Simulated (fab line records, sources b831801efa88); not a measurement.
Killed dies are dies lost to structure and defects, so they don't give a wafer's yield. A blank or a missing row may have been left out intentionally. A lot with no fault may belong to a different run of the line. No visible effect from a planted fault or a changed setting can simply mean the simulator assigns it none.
Which tool did it?	flow sky130	14 lots with 42 wafers sampled at 4 steps, on a route of 708 steps

## WHAT THE GAUGES READ, wafer by wafer
SKY_METAL1_RS_MEAS_05: measures by four-point-probe.
lot	measured	on	METAL1_ALCU_RS (ohm/sq)
L104	day 31 20:14	film metro-04	0.1279 0.1292 0.1295
L105	day 32 05:07	film metro-03	0.1289 0.1279 0.1277
L106	day 32 11:36	film metro-03	0.1277 0.1272 0.1273
L107	day 32 20:04	film metro-03	0.1290 0.1290 0.1283
L109	day 33 10:23	film metro-01	0.1262 0.1275 0.1268
L110	day 34 04:17	film metro-04	0.1269 0.1257 0.1269
L112	day 35 01:52	film metro-04	0.1266 0.1280 0.1263
L113	day 35 01:08	film metro-04	0.1252 0.1270 0.1255
L120	day 37 15:19	film metro-01	0.1264 0.1276 0.1289
L121	day 37 16:50	film metro-04	0.1259 0.1251 0.1250
L122	day 38 00:11	film metro-01	0.1284 0.1275 0.1265
L124	day 38 05:34	film metro-04	0.1253 0.1274 0.1266
L125	day 38 17:12	film metro-01	0.1279 0.1279 0.1268
L126	day 38 23:15	film metro-01	0.1285 0.1284 0.1262

## EACH LOT AND THE TOOL THAT RAN IT (in order: tool; ch and the chambers of the sampled wafers; start)
lot	SKY_VT_ADJUST_LVTN_EXPOSE_15	SKY_CONTACT_STRIP_19	SKY_METAL1_SPUTTER_04
L104	iline stepper-02 ch 0, day 7 12:22	plasma asher-01 ch 0,1, day 31 18:50	pvd sputter-04, day 31 20:10
L105	iline stepper-02 ch 0, day 7 15:08	plasma asher-02 ch 0,1, day 32 03:44	pvd sputter-01, day 32 05:04
L106	iline stepper-02 ch 0, day 7 22:50	plasma asher-02 ch 0,1, day 32 10:08	pvd sputter-01, day 32 11:33
L107	iline stepper-02 ch 0, day 8 06:38	plasma asher-01 ch 0,1, day 32 18:37	pvd sputter-03, day 32 20:01
L109	iline stepper-02 ch 0, day 8 17:27	plasma asher-02 ch 0,1, day 33 09:00	pvd sputter-04, day 33 10:20
L110	iline stepper-02 ch 0, day 9 06:51	plasma asher-03 ch 0,1, day 34 02:53	pvd sputter-03, day 34 04:13
L112	iline stepper-01, day 9 23:18	plasma asher-03 ch 0,1, day 35 00:26	pvd sputter-04, day 35 01:49
L113	iline stepper-01, day 9 23:36	plasma asher-02 ch 0,1, day 34 23:43	pvd sputter-04, day 35 01:01
L120	iline stepper-02 ch 0, day 12 07:47	plasma asher-01 ch 0, day 37 13:35	pvd sputter-01, day 37 15:16
L121	iline stepper-02 ch 0, day 12 09:33	plasma asher-03 ch 0,1, day 37 15:22	pvd sputter-01, day 37 16:47
L122	iline stepper-02 ch 0, day 12 20:45	plasma asher-01 ch 0,1, day 37 22:46	pvd sputter-01, day 38 00:08
L124	iline stepper-01 ch 0, day 13 04:29	plasma asher-01 ch 1, day 38 04:10	pvd sputter-04, day 38 05:30
L125	iline stepper-02 ch 0, day 13 12:49	plasma asher-02 ch 0,1, day 38 15:28	pvd sputter-03, day 38 17:09
L126	iline stepper-01 ch 0, day 13 19:04	plasma asher-01 ch 0,1, day 38 21:52	pvd sputter-04, day 38 23:10
- SKY_VT_ADJUST_LVTN_EXPOSE_15: exposes mask HVN STD DERIVED, target cd 600 nm.
- SKY_CONTACT_STRIP_19: strips in O2/N2.
- SKY_METAL1_SPUTTER_04: material TiN, target thk 70 nm, time 58.3 s.

## WHAT THE TOOLS THEMSELVES READ (means of the sampled wafers that have a number; where no wafer has one, the mark that the record gives instead)
SKY_VT_ADJUST_LVTN_EXPOSE_15.
lot	tool	exposure dose mJ cm2	focus offset nm (nm)	stage vel mm s (mm/s)
L104	iline stepper-02	163.00	0.3	500.07
L105	iline stepper-02	163.02	-0.3	500.11
L106	iline stepper-02	163.05	-0.4	499.85
L107	iline stepper-02	162.93	-0.3	499.90
L109	iline stepper-02	163.14	-0.1	500.22
L110	iline stepper-02	162.99	0.5	499.86
L112	iline stepper-01	-	-	-
L113	iline stepper-01	-	-	-
L120	iline stepper-02	162.83	-0.4	500.42
L121	iline stepper-02	162.91	-0.5	500.14
L122	iline stepper-02	163.10	-0.5	500.06
L124	iline stepper-01	163.01	0.3	499.85
L125	iline stepper-02	163.11	0.6	500.17
L126	iline stepper-01	163.20	-0.6	500.38

SKY_CONTACT_STRIP_19.
lot	tool	drypump motor current A (A)	n2 flow sccm (sccm)	oes product au (a.u.)	strip time to endpoint s (s)
L104	plasma asher-01	5.47	299.6	0.380	3.59
L105	plasma asher-02	5.58	300.7	0.375	3.54
L106	plasma asher-02	5.59	300.1	0.380	3.57
L107	plasma asher-01	5.46	299.9	0.378	3.57
L109	plasma asher-02	5.52	299.7	0.376	3.61
L110	plasma asher-03	5.95	300.5	0.374	3.60
L112	plasma asher-03	5.93	300.1	0.375	3.58
L113	plasma asher-02	5.54	300.9	0.383	3.62
L120	plasma asher-01	5.44	299.4	0.382	3.61
L121	plasma asher-03	5.95	298.8	0.381	3.62
L122	plasma asher-01	5.46	299.5	0.388	3.64
L124	plasma asher-01	5.47	299.0	0.386	3.60
L125	plasma asher-02	5.59	300.7	0.380	3.60
L126	plasma asher-01	5.45	300.6	0.379	3.56

SKY_METAL1_SPUTTER_04.
lot	tool	throttle valve pct (%)
L104	pvd sputter-04	29.8
L105	pvd sputter-01	29.2
L106	pvd sputter-01	29.0
L107	pvd sputter-03	30.1
L109	pvd sputter-04	29.3
L110	pvd sputter-03	29.6
L112	pvd sputter-04	29.9
L113	pvd sputter-04	29.2
L120	pvd sputter-01	29.6
L121	pvd sputter-01	29.7
L122	pvd sputter-01	28.6
L124	pvd sputter-04	29.4
L125	pvd sputter-03	30.2
L126	pvd sputter-04	29.2

## THE ANSWER, worked out from the rows above alone
Rule: usual is defined by the lots themselves. The widest of any qualifying gaps counts: lots, ordered by their means at a reading, are off when they make up no more than a third of the lots, leave a main group of 4 or more, and stand apart from it by 3 or more times the standard deviation of that group's means. A main group whose means are all the same, to the digits that the tables above print for the reading, isn't used. Also off: a lot with no number at a reading for which 4 or more lots have one. Any other lot the step has rows for is counted as sound. First the gauges in route order, then the tools' own readings, where a lot's mean is used as printed above. The first step at which some lot is off is used, and at that step the reading that is off furthest; a lot without a number counts as furthest.
Off at SKY_VT_ADJUST_LVTN_EXPOSE_15 (exposure dose mJ cm2): L112, L113. Without a number there: L112, L113. Mean 163.02 and standard deviation 0.1 in the main group.
If a tool, at that step or one of the process steps before it, ran each lot that is off and ran no sound lot following the first of them, it fits. No candidate that was tried fits.

## WHAT THE SIMULATOR PUT IN
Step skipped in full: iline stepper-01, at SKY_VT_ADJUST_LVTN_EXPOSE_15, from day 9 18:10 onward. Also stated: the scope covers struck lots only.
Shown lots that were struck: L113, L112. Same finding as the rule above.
